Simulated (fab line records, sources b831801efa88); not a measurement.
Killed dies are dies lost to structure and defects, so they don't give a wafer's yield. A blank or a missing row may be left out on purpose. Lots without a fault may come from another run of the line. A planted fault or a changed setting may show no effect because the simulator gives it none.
fab line records | flow gf180mcu
record lots=13 wafers=39 last_day=34
route steps=602 shown STI@23 LVPWELL@62 SALICIDE@286 CONTACT@289
lots that met no fault: from a run of the same line without faults
start_h: hours from the record's first day to the start of the lot's first wafer shown | wait_h: hours since the lot's step before | " the same as in the row above | L1.1+2: a row that stands for several wafers | - no value, or no start given | * or withheld: withheld | < > ~ a bound
route shown NAME@n: a module of which the file shows steps, and the number in the route of the first | usual: mean/standard deviation of fault-free wafers | same: alike in all rows | chamber/n: place in a boat | sites: the reading at each site | _std_site: their standard deviation | _edge_site: outer sites' mean less inner sites' | radius_mm: how far each site lies from the wafer's centre | mask NAME#n: copy n | behind: the tool/chamber that last shaped the wafer | hold: why the lot was held/for how many hours/how that ended | device: the transistor (n, p or np) that didn't switch | end of line: the same wafers' tests at the end of the route | a step without rows: its recipe alone | killed: dies lost to structure and defects at the first sort, not the wafer's yield | map: a wafer's dies, x killed, . not, _ none there
set.NAME: the setting as run; set.NAME@STEP: as run at that earlier step | model.NAME: the simulator's own value behind a step, which no gauge read
steps of the route over a sample of lots; a table a step, a row a wafer
services: from which hour (start_h, from the record's first day; less than 0 if before it) a tool's chamber was out of use, for how many hours, and why
## steps
# step GF_STI_THK_MEAS_22
# recipe reads=SiO2_of_STI_OXIDATION_21
# usual STI_OXIDATION_01_THK=14.99/0.27
# columns lot.wafer tool chamber start_h wait_h STI_OXIDATION_01_THK[nm]
L688.1 film_metro-02 - 29.97 0.0 14.82
L688.3 " - " " 14.47
L688.5 " - " " 14.69
L691.1 film_metro-04 - 42.97 0.0 14.71
L691.3 " - " " 14.90
L691.4 " - " " 14.62
L692.1 film_metro-01 - 47.84 0.0 15.00
L692.2 " - " " 14.99
L692.5 " - " " 14.96
L693.1 film_metro-01 - 53.13 0.0 15.10
L693.3 " - " " 15.32
L693.4 " - " " 15.19
L694.3 film_metro-01 - 60.48 0.0 14.92
L694.5 " - " " 15.10
L694.6 " - " " 15.29
L695.3 film_metro-01 - 64.55 0.0 14.93
L695.5 " - " " 15.01
L695.6 " - " " 14.87
L696.1 film_metro-04 - 68.23 0.0 14.63
L696.2 " - " " 14.66
L696.4 " - " " 14.71
L697.3 film_metro-01 - 74.75 0.0 14.77
L697.4 " - " " 14.63
L697.6 " - " " 14.76
L698.2 film_metro-01 - 78.30 0.0 14.89
L698.4 " - " " 14.85
L698.5 " - " " 14.69
L699.2 film_metro-04 - 84.22 0.0 15.37
L699.3 " - " " 15.32
L699.6 " - " " 15.26
L706.1 film_metro-04 - 120.28 0.0 15.23
L706.2 " - " " 15.39
L706.3 " - " " 15.29
L708.1 film_metro-04 - 130.45 0.0 15.33
L708.2 " - " " 15.12
L708.4 " - " " 15.18
L709.3 film_metro-01 - 136.14 0.0 15.25
L709.4 " - " " 15.49
L709.6 " - " " 15.14
# step GF_LVPWELL_IMPLANT_08
# recipe species=B energy_kev=170 dose_cm2=1.5e+13 tilt_deg=0
# usual beam_energy_keV=170.00/0.049 dose_ions_cm2=1.5003e+13/1.5e+10 faraday_current_uA=84.5/1.6 tilt_deg=-0.002/0.02
# columns lot.wafer tool chamber start_h wait_h beam_energy_keV dose_ions_cm2 faraday_current_uA tilt_deg
L688.1 implanter-04 0 70.89 0.0 169.94 1.5004e+13 84.2 -0.008
L688.3 " 0 " " 170.02 1.4979e+13 85.4 -0.038
L688.5 " 0 " " 170.06 1.499e+13 85.7 -0.019
L691.1 implanter-04 0 85.39 0.0 169.98 1.4963e+13 84.4 0.032
L691.3 " 0 " " 169.98 1.5002e+13 84.3 0.039
L691.4 " 0 " " 170.04 1.4991e+13 83.5 0.033
L692.1 implanter-04 0 90.79 0.0 170.00 1.5021e+13 82.9 -0.029
L692.2 " 0 " " 170.04 1.5006e+13 83.1 -0.018
L692.5 " 0 " " 170.04 1.5016e+13 85.4 -0.027
L693.1 implanter-02 0 96.19 0.0 169.99 1.4989e+13 82.2 0.003
L693.3 " 0 " " 169.93 1.4976e+13 87.1 -0.009
L693.4 " 0 " " 170.00 1.4985e+13 83.9 -0.027
L694.3 implanter-02 0 105.14 0.1 170.06 1.5016e+13 81.8 0.023
L694.5 " 0 " " 170.00 1.499e+13 81.0 0.019
L694.6 " 0 " " 170.11 1.499e+13 84.5 0.002
L695.3 implanter-02 0 108.21 0.1 170.02 1.4997e+13 84.3 -0.011
L695.5 " 0 " " 170.12 1.5006e+13 85.2 -0.030
L695.6 " 0 " " 170.06 1.5006e+13 88.1 -0.022
L696.1 implanter-01 0 112.56 0.0 170.00 1.5001e+13 85.9 -0.004
L696.2 " 0 " " 169.99 1.5004e+13 84.4 -0.023
L696.4 " 0 " " 169.96 1.5011e+13 85.5 -0.024
L697.3 implanter-02 0 119.44 0.1 169.96 1.5023e+13 86.7 0.041
L697.4 " 0 " " 169.94 1.499e+13 85.5 -0.006
L697.6 " 0 " " 170.00 1.4994e+13 84.2 0.010
L698.2 implanter-01 0 123.88 0.0 169.91 1.4993e+13 82.4 0.025
L698.4 " 0 " " 169.95 1.4985e+13 83.9 0.019
L698.5 " 0 " " 169.92 1.4981e+13 84.3 0.013
L699.2 implanter-01 0 130.83 0.0 170.00 1.4984e+13 84.2 0.004
L699.3 " 0 " " 169.97 1.4986e+13 84.5 0.012
L699.6 " 0 " " 169.95 1.4989e+13 83.2 0.020
L706.1 implanter-04 0 169.59 0.0 181.89 1.5029e+13 86.6 0.014
L706.2 " 0 " " 181.98 1.5009e+13 88.3 0.000
L706.3 " 0 " " 181.84 1.5018e+13 84.1 0.001
L708.1 implanter-04 0 180.89 0.0 181.82 1.5022e+13 85.9 -0.007
L708.2 " 0 " " 181.89 1.4995e+13 82.0 0.009
L708.4 " 0 " " 181.81 1.5017e+13 83.8 -0.005
L709.3 implanter-04 0 188.20 0.1 181.91 1.5004e+13 83.8 -0.018
L709.4 " 0 " " 181.94 1.4999e+13 83.4 -0.024
L709.6 " 0 " " 181.92 1.4994e+13 86.1 0.015
# step GF_VT_IMPLANT_RS_MEAS_48
# recipe thk_meas_gauge=four-point-probe
# usual LVPWELL_RS=1195/3
# columns lot.wafer tool chamber start_h wait_h LVPWELL_RS[ohm/sq]
L688.1 film_metro-02 - 161.45 0.1 1193
L688.3 " - " " 1193
L688.5 " - " " 1192
L691.1 film_metro-04 - 177.71 0.1 1196
L691.3 " - " " 1190
L691.4 " - " " 1195
L692.1 film_metro-03 - 184.05 0.1 1195
L692.2 " - " " 1192
L692.5 " - " " 1194
L693.1 film_metro-04 - 190.60 0.1 1197
L693.3 " - " " 1193
L693.4 " - " " 1197
L694.3 film_metro-04 - 201.69 0.1 1191
L694.5 " - " " 1189
L694.6 " - " " 1192
L695.3 film_metro-02 - 205.28 0.1 1193
L695.5 " - " " 1200
L695.6 " - " " 1194
L696.1 film_metro-04 - 210.99 0.1 1193
L696.2 " - " " 1190
L696.4 " - " " 1193
L697.3 film_metro-02 - 218.94 0.1 1199
L697.4 " - " " 1196
L697.6 " - " " 1199
L698.2 film_metro-02 - 223.76 0.1 1195
L698.4 " - " " 1198
L698.5 " - " " 1195
L699.2 film_metro-03 - 230.81 0.1 1189
L699.3 " - " " 1191
L699.6 " - " " 1194
L706.1 film_metro-04 - 278.34 0.1 1182
L706.2 " - " " 1183
L706.3 " - " " 1181
L708.1 film_metro-04 - 290.96 0.1 1179
L708.2 " - " " 1181
L708.4 " - " " 1175
L709.3 film_metro-02 - 300.28 0.1 1184
L709.4 " - " " 1182
L709.6 " - " " 1184
# step GF_SALICIDE_RTA_08
# recipe temp_c=800 time_s=30 ambient=N2
# usual lamp_power_pct=16.2/1.4 wafer_temp_C_max=805.1/1.1
# columns lot.wafer tool chamber start_h wait_h lamp_power_pct wafer_temp_C_max
L688.1 rtp_anneal-02 0 344.18 0.0 17.7 805.7
L688.3 " 0 " " 17.7 807.6
L688.5 " 0 " " 17.7 806.8
L691.1 rtp_anneal-02 0 363.82 0.0 17.7 805.4
L691.3 " 0 " " 17.8 805.7
L691.4 " 0 " " 17.7 805.6
L692.1 rtp_anneal-02 0 376.63 0.0 17.7 807.4
L692.2 " 0 " " 17.7 806.8
L692.5 " 0 " " 17.7 806.0
L693.1 rtp_anneal-01 0 383.18 0.0 14.8 804.5
L693.3 " 0 " " 14.9 804.4
L693.4 " 0 " " 14.8 803.1
L694.3 rtp_anneal-01 0 399.43 0.0 14.8 804.2
L694.5 " 0 " " 14.8 803.9
L694.6 " 0 " " 14.9 806.6
L695.3 rtp_anneal-02 0 405.01 0.0 17.7 804.0
L695.5 " 0 " " 17.7 805.0
L695.6 " 0 " " 17.7 806.4
L696.1 rtp_anneal-02 0 415.08 0.0 17.7 805.2
L696.2 " 0 " " 17.7 808.2
L696.4 " 0 " " 17.7 804.5
L697.3 rtp_anneal-01 0 421.02 0.0 14.8 804.1
L697.4 " 0 " " 14.8 803.9
L697.6 " 0 " " 14.8 804.5
L698.2 rtp_anneal-01 0 426.55 0.0 14.8 805.7
L698.4 " 0 " " 14.9 805.1
L698.5 " 0 " " 14.8 805.8
L699.2 rtp_anneal-02 0 434.57 0.0 17.7 805.4
L699.3 " 0 " " 17.7 806.5
L699.6 " 0 " " 17.7 805.3
L706.1 rtp_anneal-01 0 492.78 0.0 14.8 804.0
L706.2 " 0 " " 14.8 805.8
L706.3 " 0 " " 14.8 803.9
L708.1 rtp_anneal-01 0 512.16 0.0 14.8 803.6
L708.2 " 0 " " 14.8 802.9
L708.4 " 0 " " 14.8 803.0
L709.3 rtp_anneal-01 0 520.28 0.0 14.8 804.7
L709.4 " 0 " " 14.8 803.6
L709.6 " 0 " " 14.8 804.1
# step GF_CONTACT_CVD_02
# recipe material=SiO2 target_thk_nm=860 precursor=TEOS temp_c=400 time_s=95.992 rf_w=617
# usual heater_power_w=702/87
# columns lot.wafer tool chamber start_h wait_h heater_power_w
L688.1 pecvd-01 2 344.39 0.1 755
L688.3 " 1 " " 591
L688.5 " 0 " " 628
L691.1 pecvd-03 1 364.03 0.1 738
L691.3 " 0 " " 675
L691.4 " 2 " " 573
L692.1 pecvd-01 1 376.84 0.1 716
L692.2 " 2 " " 704
L692.5 " 1 " " 739
L693.1 pecvd-03 2 383.39 0.1 647
L693.3 " 1 " " 886
L693.4 " 1 " " 681
L694.3 pecvd-01 2 399.60 0.0 806
L694.5 " 0 " " 753
L694.6 " 1 " " 676
L695.3 pecvd-03 1 405.18 0.0 862
L695.5 " 0 " " 589
L695.6 " 2 " " 535
L696.1 pecvd-03 1 415.29 0.1 843
L696.2 " 2 " " 618
L696.4 " 0 " " 596
L697.3 pecvd-02 2 421.19 0.0 752
L697.4 " 0 " " 584
L697.6 " 1 " " 734
L698.2 pecvd-03 0 426.74 0.0 740
L698.4 " 0 " " 591
L698.5 " 1 " " 872
L699.2 pecvd-02 0 434.76 0.0 541
L699.3 " 1 " " 688
L699.6 " 1 " " 741
L706.1 pecvd-03 2 492.98 0.1 605
L706.2 " 0 " " 722
L706.3 " 1 " " 849
L708.1 pecvd-03 1 512.36 0.1 843
L708.2 " 2 " " 641
L708.4 " 2 " " 669
L709.3 pecvd-01 1 520.46 0.0 714
L709.4 " 1 " " 744
L709.6 " 2 " " 668
## services
# columns tool chamber start_h hours kind
pecvd-01 - 57.67 0.8 repair
pecvd-03 - 74.31 6.0 pm
implanter-04 - 76.09 5.1 repair
pecvd-01 0 84.82 23.4 repair
pecvd-01 2 88.50 41.0 repair
rtp_anneal-01 - 88.63 4.4 pm
implanter-02 - 101.21 2.0 repair
pecvd-01 - 102.91 0.5 repair
pecvd-01 0 115.11 7.4 repair
implanter-04 - 132.20 7.0 repair
pecvd-01 - 146.23 1.0 repair
rtp_anneal-02 - 252.70 0.8 pm
pecvd-03 - 252.76 3.0 repair
implanter-04 - 258.47 4.1 pm
pecvd-03 - 292.11 0.3 repair
implanter-04 - 322.40 107.9 pm
pecvd-03 - 336.07 0.6 repair
pecvd-03 - 360.58 2.8 repair
pecvd-03 - 365.99 1.2 repair
pecvd-03 - 368.88 14.0 pm
pecvd-03 - 437.16 2.3 repair
pecvd-03 - 439.92 0.4 repair
rtp_anneal-02 - 486.82 97.9 pm
implanter-04 - 506.11 3.0 repair
## key
first_sign step=GF_LVPWELL_IMPLANT_08 reading=beam_energy_keV direction=up sigmas=99+ usual=170.00 struck=181.89
effect step=GF_VT_IMPLANT_RS_MEAS_48 reading=LVPWELL_RS direction=down sigmas=4.4 usual=1195 struck=1181
met_at GF_LVPWELL_IMPLANT_08
struck_lots L706,L708,L709
tester_left_out L706,L708,L709
not_acting_at GF_STI_THK_MEAS_22,GF_SALICIDE_RTA_08,GF_CONTACT_CVD_02
onset_between 90.79 169.59
fault kind=process_parameter_drift tool=implanter-04 chamber=- onset_h=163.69 steps=GF_LVPWELL_IMPLANT_08 channel=energy_kev offset=11.909 shape=step end_h=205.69 acts_in=these_recipes_only stated=170
# tester_left_out: of these lots the tester's yield and bins aren't shown, on N5 and GAA mostly nor the transistor test; their killed dies are dies lost to structure and defects alone, not to doping, threshold or leakage, so they don't give the yield
